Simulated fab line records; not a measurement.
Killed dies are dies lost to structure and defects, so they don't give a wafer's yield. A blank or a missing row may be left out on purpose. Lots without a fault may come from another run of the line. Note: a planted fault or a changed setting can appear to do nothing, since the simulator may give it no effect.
fab line records	flow sky130
record: lots: 6	wafers: 18	last_day: 49
route steps=708 shown FIELD_ISO@17 NWELL@32 DNWELL@35 PWDE@45 PAD_OPEN@708
lots untouched by any fault: they come from a run of this same line in which no faults occurred
start_h: start of the lot's first displayed wafer, in hours after the record's first day	wait_h: hours since the lot's step before	" repeats the value in the row above	L1.1+2: a row that stands for several wafers	- no value present, or no start provided	* or withheld: withheld	< > ~ a bound
route shown NAME@n: NAME is a module with steps in the file, n the number in the route of the first one	usual: the fault-free wafers' mean and standard deviation	same: alike in all rows	chamber/n: place in a boat	sites: per-site readings	_std_site: standard deviation across them	_edge_site: outer sites' mean less inner sites'	radius_mm: how far each site lies from the wafer's centre	mask NAME#n: copy n	behind: the most recent tool/chamber to have shaped the wafer	hold: why the lot went on hold/how many hours it stayed there/how the hold came to an end	device: the n, p or np transistor that did not switch	end of line: tests run on the same wafers once the route is complete	a step given without rows: its recipe and nothing more	killed: at the first sort, the dies lost to defects and structure; wafer yield is something else	map: dies across one wafer; x = killed, . = not, _ = none there
set.NAME: setting as actually run; set.NAME@STEP: the setting as run at that earlier step	model.NAME: the simulator's own value behind a step, which no gauge read
lots seen at some steps along the route; tables by step, rows by wafer
services: when a tool's chamber went out of use (start_h, in hours from the record's first day, below 0 if earlier), for how many hours, and the reason
== steps ==
step: SKY_FIELD_ISO_STRIP_16
recipe: chemistry: O2/N2	power_w: 1400	pressure_mtorr: 1500	platen_temp_c: withheld	o2_flow_sccm: 3000	n2_flow_sccm: 300	overash_fraction: 0.5
usual: drypump_motor_current_A: 5.5/0.38	oes_product_au: 0.377/0.0047	strip_time_to_endpoint_s: 3.54/0.038
lot.wafer	tool	chamber	start_h	wait_h	drypump_motor_current_A	oes_product_au	rf_hours_counter_h	strip_time_to_endpoint_s
L732.1	plasma_asher-03	1	29.65	0.0	5.2	0.372	22	3.50
L732.2	"	0	"	"	4.9	0.377	22	3.53
L732.4	"	0	"	"	4.9	0.373	-	3.53
L734.3	plasma_asher-02	1	40.08	0.1	5.5	0.379	-	3.53
L734.4	"	0	"	"	5.8	0.376	-	3.51
L734.6	"	0	"	"	5.8	0.381	-	3.60
L735.1	plasma_asher-02	0	46.51	0.0	5.7	0.383	39	3.53
L735.2	"	1	"	"	5.5	0.378	39	3.53
L735.6	"	0	"	"	5.7	0.375	-	3.53
L739.1	plasma_asher-02	0	65.11	0.0	5.8	0.379	41	3.49
L739.2	"	1	"	"	5.6	0.381	41	3.53
L739.5	"	0	"	"	5.8	0.373	-	3.53
L749.1	plasma_asher-03	0	117.87	0.0	4.9	0.372	31	3.48
L749.2	"	1	"	"	5.2	0.377	31	3.55
L749.6	"	0	"	"	4.9	0.378	-	3.52
L750.1	plasma_asher-03	1	122.61	0.0	5.2	0.371	31	3.63
L750.2	"	0	"	"	4.9	0.382	31	3.60
L750.6	"	1	"	"	5.2	0.376	-	3.59
step: SKY_FIELD_ISO_ETCH_17
recipe: target_depth_a: 3420	mask_material: Si3N4	chemistry: HBr/Cl2/O2	target: Si	taper_deg: 5	icp_w: 600	bias_w: 150	pressure_mtorr: 15	HBr_flow_sccm: 150	Cl2_flow_sccm: 40	O2_flow_sccm: 6	time_s: 97.7
usual: bias_w: 150.0/0.4	drypump_motor_current_A: 5.5/0.38	oes_product_au: 1.000/0.01	rf_fwd_power_W: 596.2/1.9	throttle_valve_pct: 25.658/0.012
lot.wafer	tool	chamber	start_h	wait_h	bias_w	drypump_motor_current_A	oes_product_au	rf_fwd_power_W	rf_hours_counter_h	throttle_valve_pct
L732.1	rie_si-02	1	29.75	0.1	150.0	5.0	0.980	592.8	82	25.670
L732.2	"	2	"	"	149.8	5.6	0.982	594.6	155	25.668
L732.4	"	3	"	"	149.5	6.0	1.000	596.6	35	25.662
L734.3	rie_si-02	1	40.15	0.0	149.7	5.0	0.988	593.7	82	25.660
L734.4	"	2	"	"	149.5	5.6	0.982	598.0	155	25.673
L734.6	"	1	"	"	150.1	5.0	0.979	592.2	-	25.685
L735.1	rie_si-01	2	46.61	0.1	148.9	5.9	1.010	593.7	103	25.647
L735.2	"	0	"	"	150.3	4.9	0.983	601.0	93	25.674
L735.6	"	3	"	"	150.5	5.3	0.993	596.6	-	25.651
L739.1	rie_si-01	1	65.21	0.1	150.2	5.8	1.001	594.3	27	25.652
L739.2	"	0	"	"	150.0	5.0	0.999	596.7	93	25.660
L739.5	"	1	"	"	149.9	5.7	0.999	594.2	-	25.656
L749.1	rie_si-01	2	117.97	0.1	149.6	5.9	1.012	599.8	104	25.645
L749.2	"	0	"	"	149.6	5.0	0.994	596.7	94	25.655
L749.6	"	1	"	"	150.6	5.7	1.004	596.5	-	25.652
L750.1	rie_si-01	0	122.71	0.1	149.6	5.0	1.002	596.8	94	25.664
L750.2	"	1	"	"	149.1	5.7	1.020	596.5	27	25.650
L750.6	"	3	"	"	148.9	5.3	0.999	598.2	-	25.660
step: SKY_FIELD_ISO_WET_ETCH_18
recipe: chemistry: H3PO4	target_depth_nm: 25	temp_c: 160	target: Si3N4	time_s: 286
step: SKY_FIELD_ISO_CLEAN_19
recipe: chemistry: SC1/SC2	mix: 1:4:20	temp_c: 70	time_s: 150
step: SKY_FIELD_ISO_CLEAN_20
recipe: chemistry: dHF	time_s: 20	dilution: 100:1
step: SKY_FIELD_ISO_WET_ETCH_21
recipe: chemistry: dHF	dilution: 100:1	target_depth_nm: 20	dry: ipa_marangoni	target: SiO2	temp_c: 25	time_s: 400
step: SKY_FIELD_ISO_OXIDATION_22
recipe: temp_c: 950	ambient: O2	stabilise_s: 600	purge_s: 300	target_thk_a: 100	ox_time_s: 623
step: SKY_FIELD_ISO_THK_MEAS_23
recipe: reads: SiO2_of_FIELD_ISO_OXIDATION_22
usual: FIELD_ISO_OXIDATION_01_THK: 10.00/0.18
lot.wafer	tool	chamber	start_h	wait_h	FIELD_ISO_OXIDATION_01_THK[nm]
L732.1	film_metro-02	-	31.65	0.0	10.08
L732.2	"	-	"	"	10.25
L732.4	"	-	"	"	10.40
L734.3	film_metro-01	-	48.74	0.0	10.20
L734.4	"	-	"	"	10.06
L734.6	"	-	"	"	10.17
L735.1	film_metro-02	-	48.75	0.0	9.94
L735.2	"	-	"	"	9.75
L735.6	"	-	"	"	9.98
L739.1	film_metro-01	-	66.85	0.0	9.86
L739.2	"	-	"	"	10.11
L739.5	"	-	"	"	10.05
L749.1	film_metro-01	-	119.50	0.0	9.86
L749.2	"	-	"	"	9.95
L749.6	"	-	"	"	9.92
L750.1	film_metro-03	-	125.45	0.0	10.37
L750.2	"	-	"	"	10.31
L750.6	"	-	"	"	10.17
step: SKY_FIELD_ISO_CVD_24
recipe: material: SiO2	target_thk_nm: 595	temp_c: 650	sigma_open_frac: 0.3	time_s: 99.2	sih4_flow_sccm: 60	pressure_mtorr: 6
step: SKY_FIELD_ISO_THK_MEAS_25
recipe: reads: SiO2_of_FIELD_ISO_CVD_24
usual: FIELD_ISO_CVD_24_THK: 597/5.4
lot.wafer	tool	chamber	start_h	wait_h	FIELD_ISO_CVD_24_THK[nm]
L732.1	film_metro-02	-	31.79	0.0	591
L732.2	"	-	"	"	603
L732.4	"	-	"	"	604
L734.3	film_metro-03	-	48.87	0.1	590
L734.4	"	-	"	"	595
L734.6	"	-	"	"	591
L735.1	film_metro-02	-	48.88	0.0	600
L735.2	"	-	"	"	606
L735.6	"	-	"	"	602
L739.1	film_metro-02	-	67.06	0.0	605
L739.2	"	-	"	"	604
L739.5	"	-	"	"	598
L749.1	film_metro-03	-	119.63	0.0	593
L749.2	"	-	"	"	597
L749.6	"	-	"	"	589
L750.1	film_metro-01	-	125.59	0.0	600
L750.2	"	-	"	"	602
L750.6	"	-	"	"	601
step: SKY_FIELD_ISO_ANNEAL_26
recipe: temp_c: 1000	time_s: 1800	ambient: N2
step: SKY_FIELD_ISO_CMP_27
recipe: stop_on: Si3N4	t_overpolish_s: 16	down_force_psi: 4	platen_rpm: 60	target_thk_nm: 457.8	pad_velocity_m_s: 0.94248
usual: motor_current_A: 12.4/1.2	overpolish_run_s: 16.001/0.0095	time_to_endpoint_s: 112/4.4
lot.wafer	tool	chamber	start_h	wait_h	motor_current_A	overpolish_run_s	time_to_endpoint_s
L732.2	cmp-01	2	34.67	0.0	12.4	15.998	108
L732.4	"	3	"	"	11.0	16.008	107
L732.1	"	0	"	"	11.1	16.001	112
L735.2	cmp-02	2	54.26	0.1	12.0	16.007	109
L735.1	"	0	"	"	15.0	16.003	118
L735.6	"	1	"	"	12.5	16.004	116
L734.4	cmp-01	0	54.31	0.1	11.3	15.988	118
L734.3	"	1	"	"	13.0	15.991	108
L734.6	"	2	"	"	13.1	16.015	110
L739.1	cmp-01	1	69.66	0.0	13.3	16.017	115
L739.2	"	0	"	"	11.3	16.004	117
L739.5	"	1	"	"	13.7	16.003	111
L749.1	cmp-01	0	121.29	0.1	10.5	16.003	114
L749.2	"	1	"	"	12.9	15.992	114
L749.6	"	2	"	"	12.3	15.999	103
L750.2	cmp-01	3	127.20	0.1	10.8	16.005	112
L750.1	"	1	"	"	12.6	16.013	116
L750.6	"	3	"	"	11.4	15.989	110
step: SKY_FIELD_ISO_WET_ETCH_28
recipe: chemistry: dHF	target_depth_nm: 23.7	target: SiO2	dilution: 10:1	temp_c: 25	time_s: 47
lot.wafer	tool	chamber	start_h	wait_h
L732.1+2+4	wet_bench-01	0	34.97	0.1
L734.3+4+6	wet_bench-01	2	54.51	0.1
L735.1+2+6	wet_bench-01	2	54.51	0.1
L739.1+2+5	wet_bench-02	3	69.96	0.2
L749.1+2+6	wet_bench-02	1	121.49	0.1
L750.1+2+6	wet_bench-02	0	127.45	0.1
step: SKY_FIELD_ISO_WET_ETCH_29
recipe: chemistry: H3PO4	target_depth_nm: 160	target: Si3N4	temp_c: 160	time_s: 1825
step: SKY_FIELD_ISO_WET_ETCH_30
recipe: chemistry: dHF	target_depth_nm: 25	target: SiO2	dilution: 10:1	temp_c: 25	time_s: 50
step: SKY_NWELL_CLEAN_00
recipe: chemistry: SC1/SC2	mix: 1:4:20	temp_c: 70	time_s: 150	dry: n2_spin
step: SKY_NWELL_OXIDATION_01
recipe: temp_c: 900	ambient: O2	stabilise_s: 600	purge_s: 300	target_thk_a: 100	ox_time_s: 1418
step: SKY_NWELL_THK_MEAS_02
recipe: reads: SiO2_of_NWELL_OXIDATION_01
usual: NWELL_OXIDATION_THK: 9.92/0.2
lot.wafer	tool	chamber	start_h	wait_h	NWELL_OXIDATION_THK[nm]
L732.1	film_metro-03	-	40.25	0.0	9.86
L732.2	"	-	"	"	10.10
L732.4	"	-	"	"	9.95
L735.1	film_metro-01	-	58.57	0.0	9.43
L735.2	"	-	"	"	9.52
L735.6	"	-	"	"	9.44
L734.3	film_metro-03	-	58.59	0.0	9.88
L734.4	"	-	"	"	9.78
L734.6	"	-	"	"	9.95
L739.1	film_metro-01	-	72.45	0.0	9.97
L739.2	"	-	"	"	9.86
L739.5	"	-	"	"	9.82
L749.1	film_metro-01	-	125.34	0.0	9.91
L749.2	"	-	"	"	9.78
L749.6	"	-	"	"	10.04
L750.1	film_metro-01	-	129.45	0.0	10.00
L750.2	"	-	"	"	9.99
L750.6	"	-	"	"	9.99
step: SKY_DNWELL_DEHYDRATE_00
recipe: temp_c: 200	time_s: 60
step: SKY_DNWELL_HMDS_01
recipe: prime_time_s: 60	prime_temp_c: 120
step: SKY_DNWELL_COAT_02
recipe: spin_rpm: 2000	resist_thk_nm: 3000
step: SKY_DNWELL_SOFTBAKE_03
recipe: temp_c: 110	time_s: withheld
step: SKY_DNWELL_EXPOSE_04
recipe: mask_id: DNM	na: 0.57	target_cd_nm: 3000	dose_mj: 222
step: SKY_DNWELL_PEB_05
recipe: temp_c: 115	time_s: withheld
step: SKY_DNWELL_DEVELOP_06
recipe: wall_angle_deg: 90	developer: TMAH	develop_time_s: 60	dev_temp_c: 23
step: SKY_DNWELL_IMPLANT_07
recipe: species: P	energy_kev: withheld	dose_cm2: withheld	tilt_deg: withheld
step: SKY_DNWELL_STRIP_08
recipe: chemistry: O2/N2	power_w: 1400	pressure_mtorr: 1500	platen_temp_c: withheld	o2_flow_sccm: 3000	n2_flow_sccm: 300	overash_fraction: 0.5
usual: drypump_motor_current_A: 5.69/0.25	oes_product_au: 0.723/0.005	strip_time_to_endpoint_s: 36.92/0.12
lot.wafer	tool	chamber	start_h	wait_h	drypump_motor_current_A	oes_product_au	rf_hours_counter_h	strip_time_to_endpoint_s
L732.1	plasma_asher-04	0	55.08	0.1	5.63	0.719	32	36.83
L732.2	"	1	"	"	5.57	0.724	32	36.90
L732.4	"	0	"	"	5.63	0.722	-	36.88
L735.1	plasma_asher-04	1	74.10	0.1	5.60	0.727	35	36.95
L735.2	"	0	"	"	5.65	0.718	35	36.82
L735.6	"	1	"	"	5.59	0.720	-	36.91
L734.3	plasma_asher-03	1	74.61	0.1	5.22	0.719	-	36.99
L734.4	"	0	"	"	4.86	0.720	-	36.97
L734.6	"	0	"	"	4.86	0.716	-	36.95
L739.1	plasma_asher-04	0	90.13	0.1	5.67	0.728	36	37.05
L739.2	"	1	"	"	5.58	0.720	36	37.02
L739.5	"	0	"	"	5.65	0.724	-	37.03
L749.1	plasma_asher-04	0	144.46	0.1	5.66	0.719	3	36.82
L749.2	"	1	"	"	5.59	0.720	3	36.85
L749.6	"	1	"	"	5.60	0.719	-	36.81
L750.1	plasma_asher-04	1	149.13	0.1	5.58	0.728	3	37.06
L750.2	"	0	"	"	5.65	0.716	3	37.03
L750.6	"	0	"	"	5.67	0.716	-	37.00
step: SKY_DNWELL_TW_MEAS_09
usual: DNWELL_TW: 1100/5.1
lot.wafer	tool	chamber	start_h	wait_h	DNWELL_TW
L732.1	film_metro-04	-	55.18	0.1	1097
L732.2	"	-	"	"	1094
L732.4	"	-	"	"	1098
L735.1	film_metro-04	-	74.20	0.1	1100
L735.2	"	-	"	"	1102
L735.6	"	-	"	"	1103
L734.3	film_metro-04	-	74.70	0.1	1094
L734.4	"	-	"	"	1096
L734.6	"	-	"	"	1094
L739.1	film_metro-01	-	90.23	0.1	1099
L739.2	"	-	"	"	1100
L739.5	"	-	"	"	1098
L749.1	film_metro-04	-	144.56	0.1	1100
L749.2	"	-	"	"	1097
L749.6	"	-	"	"	1098
L750.1	film_metro-03	-	149.23	0.1	1109
L750.2	"	-	"	"	1105
L750.6	"	-	"	"	1101
step: SKY_PWDE_DEHYDRATE_00
recipe: temp_c: 200	time_s: 60
step: SKY_PWDE_HMDS_01
recipe: prime_time_s: 60	prime_temp_c: 120
step: SKY_PWDE_COAT_02
recipe: spin_rpm: 2000	resist_thk_nm: 3000
step: SKY_PWDE_SOFTBAKE_03
recipe: temp_c: 110	time_s: withheld
step: SKY_PWDE_EXPOSE_04
recipe: mask_id: PWDEM	na: 0.6	source_shape: conventional	sigma_outer: 0.6	polarization: unpolarized	target_cd_nm: 840	dose_mj: 214
step: SKY_PWDE_PEB_05
recipe: temp_c: 115	time_s: withheld
step: SKY_PWDE_DEVELOP_06
recipe: wall_angle_deg: 90	developer: TMAH	develop_time_s: 60	dev_temp_c: 23
step: SKY_PWDE_OVL_MEAS_07
usual: PWDE_OVL: -0.1/1.3
lot.wafer	tool	chamber	start_h	wait_h	PWDE_OVL[nm]
L732.1	overlay-01	-	71.00	-	-2.1
L732.2	"	-	"	"	-1.1
L732.4	"	-	"	"	-0.4
L735.1	overlay-02	-	91.14	-	-1.6
L735.2	"	-	"	"	-1.1
L735.6	"	-	"	"	-0.6
L734.3	overlay-01	-	91.31	-	1.6
L734.4	"	-	"	"	0.5
L734.6	"	-	"	"	1.0
L739.1	overlay-02	-	108.20	-	0.1
L739.2	"	-	"	"	-0.3
L739.5	"	-	"	"	-0.2
L749.1	overlay-02	-	162.90	-	0.1
L749.2	"	-	"	"	1.0
L749.6	"	-	"	"	-0.4
L750.1	overlay-01	-	168.45	-	-0.1
L750.2	"	-	"	"	0.3
L750.6	"	-	"	"	0.4
step: SKY_PWDE_IMPLANT_08
recipe: species: B	energy_kev: 150	dose_cm2: 3.6e+12	tilt_deg: withheld
step: SKY_PWDE_STRIP_09
recipe: chemistry: O2/N2	power_w: 1400	pressure_mtorr: 1500	platen_temp_c: withheld	o2_flow_sccm: 3000	n2_flow_sccm: 300	overash_fraction: 0.5
usual: drypump_motor_current_A: 5.4/0.3	oes_product_au: 0.723/0.0045	strip_time_to_endpoint_s: 36.97/0.12
lot.wafer	tool	chamber	start_h	wait_h	drypump_motor_current_A	oes_product_au	rf_hours_counter_h	strip_time_to_endpoint_s
L732.1	plasma_asher-03	1	71.19	0.1	5.3	0.720	26	37.11
L732.2	"	0	"	"	4.9	0.714	26	37.05
L732.4	"	1	"	"	5.2	0.717	-	37.13
L735.1	plasma_asher-02	1	91.33	0.1	5.5	0.726	43	37.10
L735.2	"	0	"	"	5.8	0.719	43	37.15
L735.6	"	0	"	"	5.8	0.720	-	37.17
L734.3	plasma_asher-04	0	91.52	0.1	5.7	0.728	-	36.90
L734.4	"	1	"	"	5.6	0.726	-	36.83
L734.6	"	1	"	"	5.6	0.718	-	36.93
L739.1	plasma_asher-03	0	108.38	0.1	4.9	0.716	29	36.84
L739.2	"	1	"	"	5.2	0.718	29	36.87
L739.5	"	0	"	"	4.9	0.728	-	36.85
L749.1	plasma_asher-02	0	163.08	0.1	5.8	0.726	51	36.98
L749.2	"	1	"	"	5.6	0.727	51	36.94
L749.6	"	1	"	"	5.6	0.730	-	36.94
L750.1	plasma_asher-02	0	168.63	0.1	5.8	0.726	51	36.92
L750.2	"	1	"	"	5.5	0.727	51	36.99
L750.6	"	0	"	"	5.8	0.714	-	37.02
step: SKY_PWDE_TW_MEAS_10
usual: PWDE_TW: 368.7/1.8
lot.wafer	tool	chamber	start_h	wait_h	PWDE_TW
L732.1	film_metro-03	-	71.29	0.1	371.0
L732.2	"	-	"	"	369.7
L732.4	"	-	"	"	371.4
L735.1	film_metro-01	-	91.43	0.1	367.8
L735.2	"	-	"	"	368.4
L735.6	"	-	"	"	367.9
L734.3	film_metro-03	-	91.61	0.1	368.6
L734.4	"	-	"	"	371.9
L734.6	"	-	"	"	367.5
L739.1	film_metro-04	-	108.48	0.1	369.9
L739.2	"	-	"	"	370.2
L739.5	"	-	"	"	370.7
L749.1	film_metro-04	-	163.18	0.1	369.7
L749.2	"	-	"	"	370.7
L749.6	"	-	"	"	370.3
L750.1	film_metro-01	-	168.73	0.1	367.0
L750.2	"	-	"	"	365.4
L750.6	"	-	"	"	367.5
step: SKY_NWELL_DEHYDRATE_03
recipe: temp_c: 200	time_s: 60
step: SKY_NWELL_HMDS_04
recipe: prime_time_s: 60	prime_temp_c: 120
step: SKY_NWELL_COAT_05
recipe: spin_rpm: 2000	resist_thk_nm: 3000
step: SKY_PAD_OPEN_PROBE_99
usual: killed_at_M0_to_M3: 43/7.3	killed_at_M4_up: 3.6/1.9	killed_at_contacts: 23/5.3	killed_at_front_end: 15/4.5	killed_at_other: 0.3/0.72	killed_dies: 85/9.4	killed_open: 46/6.7	killed_short: 38/6.8
same: gross_dies: 492	killed_at_back_side: 0
lot.wafer	tool	chamber	start_h	wait_h	killed_at_M0_to_M3	killed_at_M4_up	killed_at_contacts	killed_at_front_end	killed_at_other	killed_dies	killed_open	killed_short
L732.1	prober-01	-	1076.16	0.1	46	2	28	9	1	86	53	32
L732.2	prober-01	-	1076.21	0.1	44	3	19	11	0	77	34	43
L732.4	prober-01	-	1076.31	0.2	50	3	23	10	0	86	52	33
L734.3	prober-02	-	1103.57	0.2	44	4	27	10	1	86	51	34
L734.4	prober-02	-	1103.62	0.2	43	6	23	15	0	87	42	45
L734.6	prober-02	-	1103.72	0.2	42	2	22	20	0	86	41	45
L739.1	prober-01	-	1116.67	0.1	49	1	18	13	0	81	51	30
L739.2	prober-01	-	1116.72	0.1	48	2	22	13	0	85	42	43
L739.5	prober-01	-	1116.87	0.2	47	1	28	11	1	88	42	46
L749.1	prober-01	-	1173.32	0.1	40	4	12	63	0	119	47	22
L749.2	prober-01	-	1173.37	0.1	36	5	16	65	0	122	39	33
L749.6	prober-01	-	1173.57	0.2	47	2	13	63	0	125	37	38
L750.1	prober-02	-	1180.41	0.1	35	3	28	61	0	127	43	33
L750.2	prober-02	-	1180.46	0.1	51	6	20	60	0	137	50	41
L750.6	prober-02	-	1180.66	0.2	36	3	24	66	0	129	40	35
killed by level:class
L732.1 VIA1:geometric_particle:open=12 CONTACT:geometric_particle:open=10 VIA2:geometric_particle:open=8 LI_CONTACT:geometric_particle:open=7 VIA3:geometric_particle:open=5 LOCAL_INTERCONNECT:geometric_particle:short=4 VIA3:geometric_particle:short=4 METAL1:geometric_particle:short=4
L732.2 VIA3:geometric_particle:open=8 VIA2:geometric_particle:open=6 VIA1:geometric_particle:open=6 METAL2:geometric_particle:short=6 LOCAL_INTERCONNECT:geometric_particle:short=5 CONTACT:geometric_particle:open=5 METAL1:geometric_particle:short=5 VIA3:geometric_particle:short=5
L732.4 VIA1:geometric_particle:open=15 LI_CONTACT:geometric_particle:open=11 VIA2:geometric_particle:open=8 METAL2:geometric_particle:short=7 METAL2:geometric_particle:open=4 VIA3:geometric_particle:open=4 METAL1:geometric_particle:short=4 VIA2:geometric_particle:short=4
L734.3 LI_CONTACT:geometric_particle:open=9 VIA2:geometric_particle:open=8 CONTACT:geometric_particle:open=8 VIA1:geometric_particle:open=6 LI_CONTACT:geometric_particle:short=5 METAL1:geometric_particle:short=5 LOCAL_INTERCONNECT:geometric_particle:short=5 VIA3:geometric_particle:open=5
L734.4 VIA1:geometric_particle:open=12 METAL2:geometric_particle:short=8 LI_CONTACT:geometric_particle:open=7 LOCAL_INTERCONNECT:geometric_particle:short=7 VIA2:geometric_particle:open=5 CONTACT:geometric_particle:open=5 FIELD_ISO:geometric_particle:short=4 POLY_GATE:geometric_particle:open=4
L734.6 VIA2:geometric_particle:open=7 LI_CONTACT:geometric_particle:open=7 CONTACT:geometric_particle:open=7 VIA1:geometric_particle:short=7 VIA1:geometric_particle:open=6 FIELD_ISO:geometric_particle:short=5 METAL2:geometric_particle:short=5 FIELD_ISO:geometric_particle:open=4
L739.1 VIA3:geometric_particle:open=10 VIA1:geometric_particle:open=10 CONTACT:geometric_particle:open=9 METAL1:geometric_particle:short=8 VIA2:geometric_particle:open=7 LI_CONTACT:geometric_particle:open=5 VIA3:geometric_particle:short=4 POLY_GATE:geometric_particle:open=4
L739.2 VIA1:geometric_particle:open=9 LI_CONTACT:geometric_particle:open=7 VIA3:geometric_particle:open=7 METAL2:geometric_particle:short=7 VIA2:geometric_particle:open=7 CONTACT:geometric_particle:open=6 METAL1:geometric_particle:short=6 VIA3:geometric_particle:short=5
L739.5 CONTACT:geometric_particle:open=14 VIA1:geometric_particle:short=11 CONTACT:geometric_particle:short=8 METAL1:geometric_particle:short=8 VIA1:geometric_particle:open=7 VIA3:geometric_particle:open=6 LI_CONTACT:geometric_particle:open=5 METAL2:geometric_particle:short=5
L749.1 FIELD_ISO:unspecified=50 VIA2:geometric_particle:open=10 CONTACT:geometric_particle:open=8 VIA1:geometric_particle:open=8 VIA3:geometric_particle:open=7 POLY_GATE:geometric_particle:open=5 METAL2:geometric_particle:short=4 METAL4:geometric_particle:short=4
L749.2 FIELD_ISO:unspecified=48 VIA1:geometric_particle:open=7 VIA3:geometric_particle:open=7 CONTACT:geometric_particle:open=5 FIELD_ISO:geometric_particle:short=4 POLY_GATE:geometric_particle:open=4 VIA1:geometric_particle:short=4 METAL2:geometric_particle:short=4
L749.6 FIELD_ISO:unspecified=50 POLY_GATE:geometric_particle:short=8 VIA1:geometric_particle:open=8 VIA3:geometric_particle:open=6 VIA2:geometric_particle:open=5 VIA1:geometric_particle:short=5 VIA3:geometric_particle:short=5 CONTACT:geometric_particle:short=4
L750.1 FIELD_ISO:unspecified=51 LI_CONTACT:geometric_particle:open=10 VIA1:geometric_particle:open=8 VIA1:geometric_particle:short=7 CONTACT:geometric_particle:open=6 VIA3:geometric_particle:open=5 CONTACT:geometric_particle:short=4 METAL1:geometric_particle:short=4
L750.2 FIELD_ISO:unspecified=46 VIA1:geometric_particle:open=9 METAL1:geometric_particle:short=8 VIA2:geometric_particle:open=8 CONTACT:geometric_particle:open=8 POLY_GATE:geometric_particle:open=6 VIA1:geometric_particle:short=5 LI_CONTACT:geometric_particle:open=4
L750.6 FIELD_ISO:unspecified=54 CONTACT:geometric_particle:open=11 VIA1:geometric_particle:open=6 VIA2:geometric_particle:open=6 CONTACT:geometric_particle:short=5 METAL1:geometric_particle:short=5 POLY_GATE:geometric_particle:open=4 LI_CONTACT:geometric_particle:open=4
map L749.6 (x killed, . not)
__________xx........_________
________.x........xx.._______
______x.........x......._____
_____..x.....x.........x.____
____..x..xx.......x....xx.___
___x.x...xx......x.........__
__..x........xx....x....x..._
_..xxxx......xx.x............
_.xxxxxx........x...x....xx..
_xxxxxxxx....x.....x.........
_xxxxxxxxxx....x...x.....x...
_xxxxxxxxx......x.........x..
_xxxxxxxx......x.....x.x.....
_..xxxxxx.x............x.....
_...xx..x..x.x...............
__.....x.x.xx.x.x.........x._
___.....xxxx....x.x...xxx..__
____.x..x.......x.........___
_____.......x......x.....____
______......x.......x..._____
________..........x..._______
__________.........._________
map L750.2 (x killed, . not)
__________...x..x.x._________
________x........xx..._______
______...........x......_____
_____...xxx..............____
____xx.x...xx..x...x......___
___....x....x.x...xx.x.....__
__...x...x.x..x.......x....._
_...............xx..xx.x.xxxx
_........x.x.x.......xxxxxxxx
_...x..........x.x..xxxxxxxxx
_........xx.....x...xxxxxxxxx
_.......x.x.........xxxxxxxx.
_x.x.......xxx..x.x.xxxxxxxx.
_...xx....x.........xx...xx..
_.xx..x...............x.x....
__x......x......xx.......x.._
___...x....................__
____.......xx..x......xx..___
_____.x..................____
______.x..x.xxx.x...xx.._____
________.xx.xx.xx.x..._______
__________.x........_________
== services ==
tool	chamber	start_h	hours	kind
rie_si-01	3	17.21	2.6	repair
cmp-02	-	56.09	0.9	repair
cmp-01	-	64.00	4.0	pm
cmp-01	-	79.28	2.0	repair
cmp-02	-	82.26	1.6	repair
cmp-02	-	83.79	1.5	repair
plasma_asher-04	-	108.75	9.0	pm
plasma_asher-04	0	108.75	9.0	vent_cycle
plasma_asher-04	1	108.75	9.0	vent_cycle
plasma_asher-04	0	117.75	-	clean
rie_si-02	2	119.54	15.2	repair
cmp-02	-	120.14	7.5	pm
rie_si-01	2	124.28	10.4	repair
cmp-01	-	127.75	4.3	pm
plasma_asher-03	-	131.21	14.6	pm
cmp-02	-	132.12	1.5	repair
rie_si-01	1	138.26	19.2	repair
cmp-01	-	144.71	1.4	repair
rie_si-02	3	154.56	18.1	repair
plasma_asher-03	-	155.23	1.2	repair
cmp-01	-	155.39	1.2	repair
plasma_asher-03	-	156.31	2.3	repair
cmp-02	-	160.70	1.3	repair
cmp-01	-	163.89	1.0	repair
== key ==
first_sign: step: SKY_PAD_OPEN_PROBE_99	reading: killed_at_front_end	direction: up	sigmas: 11	usual: 15	struck: 63
effect: step: SKY_PAD_OPEN_PROBE_99	reading: killed_dies	direction: up	sigmas: 4.4	usual: 85	struck: 126
met_at SKY_FIELD_ISO_WET_ETCH_28
struck_wafers L749.1,L749.2,L749.6,L750.1,L750.2,L750.6
tester_left_out L749,L750
onset_between 69.96 121.49
also_fits time
fault: kind: chamber_particle_source	tool: wet_bench-02	chamber: -	onset_h: 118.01	steps: SKY_FIELD_ISO_WET_ETCH_28	rate_per_visit_cm2: 0.76877	end_h: 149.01
tester_left_out: of these lots the tester's yield and bins aren't shown, on N5 and GAA mostly nor the transistor test; their killed dies are dies lost to structure and defects alone, not to doping, threshold or leakage, so they don't give the yield
